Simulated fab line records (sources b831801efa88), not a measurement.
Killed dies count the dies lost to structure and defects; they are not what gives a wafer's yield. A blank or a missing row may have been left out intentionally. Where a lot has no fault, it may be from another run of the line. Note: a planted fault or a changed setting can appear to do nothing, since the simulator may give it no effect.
Which tool is to blame? || flow gf180mcu || 6 lots with 18 wafers sampled at 2 steps, on a route of 602 steps

WHAT EACH GAUGE READ, for each wafer
GF_V4_THK_MEAS_03.
{"lot": "L589", "measured": "day 23 16:10", "on": "film-metro-02", "V4_CVD_02_THK (nm)": "851 860 850"}
{"lot": "L596", "measured": "day 26 01:56", "on": "film-metro-03", "V4_CVD_02_THK (nm)": "838 833 844"}
{"lot": "L601", "measured": "day 28 00:55", "on": "film-metro-01", "V4_CVD_02_THK (nm)": "846 848 853"}
{"lot": "L605", "measured": "day 28 23:44", "on": "film-metro-02", "V4_CVD_02_THK (nm)": "843 849 849"}
{"lot": "L608", "measured": "day 30 00:12", "on": "film-metro-01", "V4_CVD_02_THK (nm)": "832 858 864"}
{"lot": "L610", "measured": "day 30 07:51", "on": "film-metro-03", "V4_CVD_02_THK (nm)": "856 871 858"}

WHICH TOOL RAN EACH LOT (tool, then ch and the chambers of the sampled wafers, then the start)
{"lot": "L589", "GF_V3_ETCH_16": "rie-diel-04 ch 0,3, day 22 14:17"}
{"lot": "L596", "GF_V3_ETCH_16": "rie-diel-01 ch 0,2,3, day 25 02:25"}
{"lot": "L601", "GF_V3_ETCH_16": "rie-diel-04 ch 0,1,2, day 27 01:31"}
{"lot": "L605", "GF_V3_ETCH_16": "rie-diel-04 ch 1,2,3, day 28 01:14"}
{"lot": "L608", "GF_V3_ETCH_16": "rie-diel-04 ch 2,3, day 29 02:19"}
{"lot": "L610", "GF_V3_ETCH_16": "rie-diel-03 ch 0,1,3, day 29 11:04"}
- GF_V3_ETCH_16: etches BARC in N2/H2.

THE ANSWER, worked out from the rows above alone
Rule: usual is defined by the lots themselves. Put in order of their means at a reading, lots are off if they are a third of the lots or fewer, leave a main group of 4 or more, and stand apart from it by a gap of 3 or more times the standard deviation of the main group's means; of several such gaps the widest counts. A main group is skipped when, at the precision printed for the reading in the tables above, its means are all equal. Also off: a lot with no number at a reading for which 4 or more lots have one. Any other lot the step has rows for is counted as sound.
None of the lots is off at any reading shown; this tells nothing.

WHAT HAD BEEN PUT IN BY THE SIMULATOR
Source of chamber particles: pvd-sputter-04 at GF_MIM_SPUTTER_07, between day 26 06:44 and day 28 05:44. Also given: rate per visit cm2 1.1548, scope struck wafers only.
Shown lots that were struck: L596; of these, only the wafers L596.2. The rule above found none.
